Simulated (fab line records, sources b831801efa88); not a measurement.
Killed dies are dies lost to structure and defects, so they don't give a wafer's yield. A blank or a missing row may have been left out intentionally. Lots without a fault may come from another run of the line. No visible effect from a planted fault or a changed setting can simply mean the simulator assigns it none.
One fault seen from 2 desks :: flow sky130 :: what lay behind the numbers comes last; until then each desk has only its own

== AT THE METROLOGY DESK ==
Means of the sampled wafers that have a number, per lot and without regard to the tool the lot ran on: this is what the gauges read. The brackets show how far a lot's mean lies from the usual mean; more than 4 standard deviations puts the lot out of limits, marked OUT.
Columns: A = CONTACT_CVD_00_THK at SKY_CONTACT_THK_MEAS_01, usual 75.0 nm; B = CONTACT_BOW at SKY_CONTACT_BOW_MEAS_05, usual 81 um
lot: L134
first seen here: day 30 11:46
A: 75.0
B: 73

lot: L136
first seen here: day 31 00:46
A: 75.9
B: 85

lot: L135
first seen here: day 31 06:06
A: 74.1
B: 82

lot: L142
first seen here: day 33 14:14
A: 74.8
B: 78

lot: L147
first seen here: day 34 21:19
A: 74.9
B: 77

lot: L148
first seen here: day 35 06:28
A: 75.5
B: 80

lot: L149
first seen here: day 35 14:09
A: 75.1
B: 82

lot: L150
first seen here: day 35 17:04
A: 75.5
B: 81

lot: L151
first seen here: day 36 11:39
A: 74.8
B: 80

lot: L153
first seen here: day 36 19:02
A: 75.8
B: 78

lot: L152
first seen here: day 36 22:16
A: 75.1
B: 86

lot: L155
first seen here: day 37 04:11
A: 75.8
B: 80

lot: L157
first seen here: day 37 17:23
A: 75.4
B: 83
This desk's verdict: no lot among the 13 shows anything out of limits.

== DESK OF THE TOOL OWNER: rie-diel-03 ==
The tool's own readings at SKY_VIA1_ETCH_15 (etches SiO2 in C4F8/O2/Ar, stops on TiN, target depth 351 nm, time 54 s): means of the sampled wafers that have a number, for each lot that ran on this tool. The brackets show how far a lot's mean lies from the usual mean; more than 4 standard deviations puts the lot out of limits, marked OUT.
Columns: A = oes-product-au at SKY_VIA1_ETCH_15, usual 0.981 a.u.
lot: L134
first seen here: day 34 01:52
A: 0.981

lot: L142
first seen here: day 37 00:55
A: 0.889 (-18) OUT

lot: L153
first seen here: day 40 03:18
A: 0.983

lot: L157
first seen here: day 41 01:13
A: 0.981
Finding of this desk: L142 out of limits; the first was L142 at day 37 00:55, on oes-product-au at SKY_VIA1_ETCH_15. In limits: L134, L153, L157.

== TAKEN TOGETHER ==
An alarm could have come from the tool owner's desk at day 37 00:55, on L142.
The metrology desk saw nothing out of limits.
The metrology desk has L142 on record, within its limits.
Every lot named ran SKY_VIA1_ETCH_15 on rie-diel-03.

== WHAT WAS PUT IN BY THE SIMULATOR ==
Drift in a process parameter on rie-diel-03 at SKY_VIA1_ETCH_15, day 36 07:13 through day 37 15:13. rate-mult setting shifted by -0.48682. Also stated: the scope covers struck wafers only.
Lots struck among those shown: L142.
Delay in hours, fault start to first out-of-limits reading, by desk: the tool owner's desk at 18.
